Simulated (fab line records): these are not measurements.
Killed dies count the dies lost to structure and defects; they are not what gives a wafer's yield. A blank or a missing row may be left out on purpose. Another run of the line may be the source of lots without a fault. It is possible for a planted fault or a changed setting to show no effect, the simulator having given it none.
Chamber matching ; flow gf180mcu ; GF_V1_CMP_04 on cmp-02 has 4 sister chambers
The step polishes SiO2. 18 wafers are shown with their chamber, then 9 later ones without.

## WAFERS PAIRED WITH THEIR CHAMBERS
wafer;chamber;motorCurrentA (A);timeToEndpointS (s)
L435.1;0;12.1;88
L435.5;2;10.4;87
L435.6;1;10.2;92
L438.2;2;10.9;75
L438.3;0;11.5;76
L438.6;2;10.7;75
L445.1;1;9.7;81
L445.3;3;13.3;83
L444.3;0;12.5;88
L444.5;1;10.8;92
L447.1;0;11.5;88
L447.3;2;10.7;79
L448.1;3;13.5;85
L448.3;0;12.0;86
L448.4;2;11.0;83
L452.3;0;12.0;83
L452.5;0;11.1;85
L452.6;1;10.8;86

SIGNATURES (averages over the wafers above)
reading;chamber 0;chamber 1;chamber 2;chamber 3;scatter within a chamber
motorCurrentA;11.814;10.375;10.740;13.400;0.415
timeToEndpointS;84.86;87.75;79.80;84.00;4.69
Rule: for a wafer and a chamber, the distance is found by dividing, reading by reading, the gap between the wafer's reading and the chamber's mean by the reading's scatter, squaring, summing and taking the root. If the next closest chamber is less than 2 further off than the closest, the wafer can't be placed; otherwise it belongs to the closest. The scatter: the root of (the sum of the squares of (reading less its chamber's mean) over the shown wafers, divided by (wafers less chambers)).

## WAFERS WHOSE CHAMBER IS MISSING
wafer;motorCurrentA (A);timeToEndpointS (s)
L454.2;10.8;81
L454.5;11.6;80
L454.6;10.6;84
L455.3;12.5;76
L455.4;13.3;81
L455.6;11.5;83
L456.2;13.8;77
L456.3;11.4;83
L456.6;10.6;84

## EACH ONE'S CHAMBER
wafer;from the rows above;in truth
L454.2;can't be placed: 2 or 1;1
L454.5;can't be placed: 0 or 2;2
L454.6;can't be placed: 2 or 1 or 0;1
L455.3;can't be placed: 0 or 3 or 2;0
L455.4;3;3
L455.6;can't be placed: 0 or 2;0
L456.2;3;3
L456.3;can't be placed: 0 or 2 or 1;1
L456.6;can't be placed: 2 or 1 or 0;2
2 of 9 placed correctly. Cannot be placed on the basis of these rows: 7; the candidates contain the true chamber in 7. Number placed wrongly: 0.
